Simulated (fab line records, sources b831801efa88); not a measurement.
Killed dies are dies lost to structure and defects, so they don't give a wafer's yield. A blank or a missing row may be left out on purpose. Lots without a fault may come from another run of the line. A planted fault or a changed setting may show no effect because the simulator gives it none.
A struck lot beside a sound one | flow sfq_line | 42 steps out of a route of 325
Sound: wafers L610.1, L610.2, L610.6. Struck: wafer L609.3. (L609.2, L609.4 of the same lot were not struck and are left out.) The cause comes at the end.
At each step with rows: each side's tool, then ch and its chambers, then its first start. Under that, the readings that differ: sound wafers | struck wafers | difference of the means | sigmas: that difference in standard deviations of wafers without a fault.
alike: readings whose means differ by less than 2 such deviations, and words and numbers that are the same on both sides. not compared: withheld readings, readings that some wafer has no value for, bounds like >300 that may hide the same value, and numbers for which the record gives no deviation and whose values overlap.
The two part at a step that has a row with sigmas, a row that says differs or no value, or rows on one side only. Numbers that don't overlap but have no deviation are shown without sigmas and don't part them. A reading that every wafer of one side lacks parts them only if that side has two wafers or more.

first, 6 steps without rows for these wafers: SFQ_TRILAYER_M0_LITHO_COAT_026 (resist thk 62 nm); SFQ_TRILAYER_M0_LITHO_COAT_021 (resist thk 600 nm); SFQ_TRILAYER_M0_LITHO_SOFTBAKE_025; SFQ_TRILAYER_M0_LITHO_EXPOSE_022 (exposes mask M0, target cd 500 nm); SFQ_TRILAYER_M0_LITHO_PEB_024 (peb time 60 s); SFQ_TRILAYER_M0_LITHO_DEVELOP_023 (time 60 s).
SFQ_M0_OVL_MEAS_906:
  sound on overlay-01, day 12 09:46; struck on overlay-02, day 12 08:34
  alike: M0_OVL
then, 1 step without rows for these wafers: SFQ_TRILAYER_M0_BARC_OPEN_METAL_ETCH_031 (etches BARC in O2, target depth 125 nm, time 41.7 s).
SFQ_TRILAYER_M0_ETCH_METAL_ETCH_024: etches Nb in Cl2/Ar, stops on SiO2, target depth 240 nm, time 120 s.
  sound on rie_metal-04 ch 0,1, day 12 09:51; struck on rie_metal-03 ch 1, day 12 08:39
  alike: drypump_motor_current_A, oes_product_au
  not compared: rf_hours_counter_h
then, 3 steps without rows for these wafers: SFQ_TRILAYER_M0_STRIP_STRIP_025 (strips in O2); SFQ_TRILAYER_M0_STRIP_SOLV_CLEAN_026 (cleans in NMP, time 600 s); SFQ_TRILAYER_I0_DEP_PECVD_027 (deposits SiO2 from SiH4/N2O, time 111.11 s, target thk 500 nm).
SFQ_TRILAYER_I0_CMP_CMP_028: polishes SiO2.
  sound on cmp-01 ch 0,1,2, day 12 14:00; struck on cmp-02 ch 0, day 12 12:07
  reading                                             | sound             | struck | difference | sigmas
  time_to_endpoint_s (s)                              | 209 213 228       | 275    | +58        | +8
  model.SiO2_of_TRILAYER_I0_DEP_PECVD_027.thk_nm (nm) | 200.6 198.9 200.3 | 304.5  | +104.6     |
  alike: motor_current_A
SFQ_I0_BOW_MEAS_907:
  sound on film_metro-04, day 12 16:30; struck on film_metro-03, day 12 14:38
  alike: I0_BOW
SFQ_TRILAYER_I0_METRO_MEASURE_029:
  sound on film_metro-04, day 12 16:37; struck on film_metro-03, day 12 14:56
  reading     | sound             | struck | difference | sigmas
  thk_nm (nm) | 200.5 198.8 200.4 | 304.6  | +104.7     | +95
then, 6 steps without rows for these wafers: SFQ_TRILAYER_I0_VIA_LITHO_COAT_036 (resist thk 62 nm); SFQ_TRILAYER_I0_VIA_LITHO_COAT_031 (resist thk 650 nm); SFQ_TRILAYER_I0_VIA_LITHO_SOFTBAKE_035; SFQ_TRILAYER_I0_VIA_LITHO_EXPOSE_032 (exposes mask I0, target cd 500 nm); SFQ_TRILAYER_I0_VIA_LITHO_PEB_034 (peb time 60 s); SFQ_TRILAYER_I0_VIA_LITHO_DEVELOP_033 (time 60 s).
-- the record jumps here: 5 days lie between the struck wafers' starts before and after --
SFQ_I0_OVL_MEAS_908:
  sound on overlay-02, day 17 13:04; struck on overlay-02, day 17 11:52
  reading     | sound  | struck | difference | sigmas
  I0_OVL (nm) | 12 9 9 | -5     | -15        | -2
then, 1 step without rows for these wafers: SFQ_TRILAYER_I0_VIA_BARC_OPEN_VIA_ETCH_046 (etches BARC in O2, target depth 125 nm, time 41.7 s).
SFQ_TRILAYER_I0_VIA_ETCH_VIA_ETCH_034: etches SiO2 in CHF3, stops on Nb, target depth 260 nm.
  sound on rie_diel-01 ch 2,3, day 17 13:08; struck on rie_diel-03 ch 3, day 17 11:56
  reading                        | sound             | struck | difference | sigmas
  oes_product_au (a.u.)          | 0.856 0.861 0.856 | 0.996  | +0.138     | +27
  model.I0.feature_depth_nm (nm) | 200.6 198.9 200.3 | 257.8  | +57.9      |
  model.etch.depth_nm (nm)       | 200.6 198.9 200.3 | 257.8  | +57.9      |
  alike: drypump_motor_current_A
then, 2 steps without rows for these wafers: SFQ_TRILAYER_I0_VIA_STRIP_STRIP_035 (strips in O2); SFQ_TRILAYER_I0_VIA_STRIP_SOLV_CLEAN_036 (cleans in NMP, time 600 s).
SFQ_TRILAYER_M1_DEP_PRE_CLEAN_038: time 22.5 s.
  sound on pvd_sputter-04, day 17 14:01; struck on pvd_sputter-05, day 17 12:50
  reading                                             | sound             | struck | difference | sigmas
  model.SiO2_of_TRILAYER_I0_DEP_PECVD_027.thk_nm (nm) | 193.1 191.4 192.8 | 296.9  | +104.5     |
  alike: bias_v
SFQ_TRILAYER_M1_DEP_SPUTTER_037: material Nb, target thk 200 nm, time 133.3 s.
  sound on pvd_sputter-04, day 17 14:03; struck on pvd_sputter-05, day 17 12:52
  alike: throttle_valve_pct
SFQ_M1_RS_MEAS_909: measures by four-point-probe.
  sound on film_metro-01, day 17 14:08; struck on film_metro-03, day 17 12:59
  alike: M1_NB_RS
then, 6 steps without rows for these wafers: SFQ_TRILAYER_M1_LITHO_COAT_044 (resist thk 62 nm); SFQ_TRILAYER_M1_LITHO_COAT_039 (resist thk 600 nm); SFQ_TRILAYER_M1_LITHO_SOFTBAKE_043; SFQ_TRILAYER_M1_LITHO_EXPOSE_040 (exposes mask M1, target cd 500 nm); SFQ_TRILAYER_M1_LITHO_PEB_042 (peb time 60 s); SFQ_TRILAYER_M1_LITHO_DEVELOP_041 (time 60 s).
SFQ_M1_OVL_MEAS_911:
  sound on overlay-01, day 19 09:43; struck on overlay-02, day 19 08:32
  reading     | sound    | struck | difference | sigmas
  M1_OVL (nm) | -2 -5 -4 | 7      | +11        | +2
SFQ_TRILAYER_M1_BARC_OPEN_METAL_ETCH_054: etches BARC in O2, target depth 125 nm, time 41.7 s.
  sound on rie_metal-03 ch 0,1, day 19 09:46; struck on rie_metal-04 ch 0, day 19 08:34
  reading                     | sound       | struck | difference | sigmas
  drypump_motor_current_A (A) | 5.4 5.3 5.3 | 6.3    | +1.0       | +3
  alike: oes_product_au
  not compared: rf_hours_counter_h
then, 1 step without rows for these wafers: SFQ_TRILAYER_M1_ETCH_METAL_ETCH_042 (etches Nb in Cl2/Ar, stops on SiO2, target depth 240 nm, time 120 s).
SFQ_TRILAYER_M1_STRIP_STRIP_043: strips in O2.
  sound on rie_metal-03 ch 0,1, day 19 09:56; struck on rie_metal-04 ch 0, day 19 08:44
  reading                     | sound       | struck | difference | sigmas
  drypump_motor_current_A (A) | 5.3 5.3 5.3 | 6.2    | +0.9       | +2
  alike: oes_product_au
  not compared: rf_hours_counter_h
then, 1 step without rows for these wafers: SFQ_TRILAYER_M1_STRIP_SOLV_CLEAN_044 (cleans in NMP, time 600 s).
SFQ_TRILAYER_I1_DEP_PECVD_045: deposits SiO2 from SiH4/N2O, time 111.11 s, target thk 500 nm.
  sound on pecvd-04 ch 1,2, day 19 10:43; struck on pecvd-01 ch 2, day 19 09:32
  alike: chamber_pressure_Torr, heater_power_w, throttle_valve_pct
-- the record jumps here: 70 days lie between the struck wafers' starts before and after --
SFQ_M8_BOW_MEAS_951:
  sound on film_metro-01, day 89 10:13; struck on film_metro-01, day 89 06:52
  reading                 | sound            | struck | difference | sigmas
  model.etest.i0.link_ohm | 1.947 1.946 1.95 | 1e+06  | +1e+06     |
  alike: M8_BOW

WHERE THEY PART
First at SFQ_TRILAYER_I0_CMP_CMP_028; last, within this record, at SFQ_TRILAYER_M1_STRIP_STRIP_043. Later steps at which nothing parts them and some readings are alike: SFQ_TRILAYER_I1_DEP_PECVD_045, SFQ_M8_BOW_MEAS_951.

WHY: what the simulator had put in
Process parameter drift: cmp-02, from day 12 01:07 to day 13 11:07, at SFQ_TRILAYER_I0_CMP_CMP_028. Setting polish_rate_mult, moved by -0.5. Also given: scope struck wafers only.
